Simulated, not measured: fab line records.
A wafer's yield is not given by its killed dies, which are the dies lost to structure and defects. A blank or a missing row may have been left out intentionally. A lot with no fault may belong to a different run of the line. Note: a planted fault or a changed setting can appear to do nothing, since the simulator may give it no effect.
Chamber matching :: flow sky130 :: rie-diel-04 running SKY_VIA1_ETCH_15: 4 sister chambers
The step etches SiO2 in C4F8/O2/Ar, stops on TiN, target depth 351 nm, time 54 s. 4 wafers are shown with their chamber, then 9 later ones without.

## WAFERS WITH THEIR CHAMBER
wafer: L091.4
chamber: 0
oes-product-au (a.u.): 0.981

wafer: L091.6
chamber: 3
oes-product-au (a.u.): 0.983

wafer: L094.2
chamber: 1
oes-product-au (a.u.): 0.984

wafer: L094.6
chamber: 2
oes-product-au (a.u.): 0.988

## WAFERS WITH NO CHAMBER GIVEN
wafer: L095.2
oes-product-au (a.u.): 0.963

wafer: L095.3
oes-product-au (a.u.): 0.969

wafer: L095.6
oes-product-au (a.u.): 0.983

wafer: L096.4
oes-product-au (a.u.): 0.986

wafer: L096.5
oes-product-au (a.u.): 0.985

wafer: L096.6
oes-product-au (a.u.): 0.998

wafer: L097.1
oes-product-au (a.u.): 0.983

wafer: L097.3
oes-product-au (a.u.): 0.979

wafer: L097.4
oes-product-au (a.u.): 0.985

## CHAMBER TAKEN BY EACH
wafer: L095.2
from the rows above: can't be placed: 0 or 3 or 1 or 2
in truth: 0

wafer: L095.3
from the rows above: can't be placed: 0 or 3 or 1 or 2
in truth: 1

wafer: L095.6
from the rows above: can't be placed: 3 or 1 or 0 or 2
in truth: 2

wafer: L096.4
from the rows above: can't be placed: 1 or 2 or 3 or 0
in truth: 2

wafer: L096.5
from the rows above: can't be placed: 1 or 3 or 2 or 0
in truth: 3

wafer: L096.6
from the rows above: can't be placed: 2 or 1 or 3 or 0
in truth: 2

wafer: L097.1
from the rows above: can't be placed: 3 or 1 or 0 or 2
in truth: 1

wafer: L097.3
from the rows above: can't be placed: 0 or 3 or 1 or 2
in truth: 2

wafer: L097.4
from the rows above: can't be placed: 1 or 3 or 2 or 0
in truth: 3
0 of 9 placed correctly. Unplaceable from these rows: 9, with the true chamber sitting among the candidates in 9. Placed wrongly: 0.
How it was worked out, from the rows above alone: a wafer's distance from a chamber is the root of the sum, over the readings, of the square of ((its reading less the chamber's mean) divided by the reading's scatter). The wafer belongs to the nearest chamber; if the next one is less than 2 further off, it can't be placed. A chamber's mean is the mean of its shown wafers. The scatter (one wafer shown for each chamber): square how far every hidden wafer sits from the nearest shown wafer, average those squares and take the square root.
